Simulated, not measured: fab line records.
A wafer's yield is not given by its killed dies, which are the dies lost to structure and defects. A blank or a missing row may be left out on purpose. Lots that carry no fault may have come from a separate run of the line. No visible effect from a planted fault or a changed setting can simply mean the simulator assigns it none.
Matching of chambers	flow sky130	3 sister chambers for SKY_VIA2_HDPCVD_00 on hdpcvd-02
The step deposits SiO2, target thk 1180 nm, time 196.7 s. 3 wafers are shown with their chamber, then 7 later ones without.

## EACH WAFER AND ITS CHAMBER
wafer	chamber	sih4FlowSccm (sccm)
L463.6	0	59.90
L462.1	2	60.06
L462.2	1	60.17

## WAFERS MISSING THEIR CHAMBER
wafer	sih4FlowSccm (sccm)
L462.5	59.78
L477.1	60.13
L477.3	59.94
L477.5	60.04
L478.2	60.11
L478.5	60.00
L478.6	60.24

## WHICH CHAMBER EACH ONE RAN IN
wafer	from the rows above	in truth
L462.5	0	0
L477.1	can't be placed: 1 or 2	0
L477.3	can't be placed: 0 or 2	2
L477.5	can't be placed: 2 or 1 or 0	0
L478.2	can't be placed: 2 or 1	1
L478.5	can't be placed: 2 or 0 or 1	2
L478.6	can't be placed: 1 or 2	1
Correctly placed: 1 of 7. Unplaceable from these rows: 6, with the true chamber sitting among the candidates in 5. Placed wrongly: 0.
How it was worked out, from the rows above alone: a wafer's distance from a chamber is the root of the sum, over the readings, of the square of ((its reading less the chamber's mean) divided by the reading's scatter). If the next closest chamber is less than 2 further off than the closest, the wafer can't be placed; otherwise it belongs to the closest. The mean given for a chamber averages the wafers shown for that chamber. The scatter: with one shown wafer a chamber, the root of the mean of the squares of how far each hidden wafer lies from its nearest shown one.
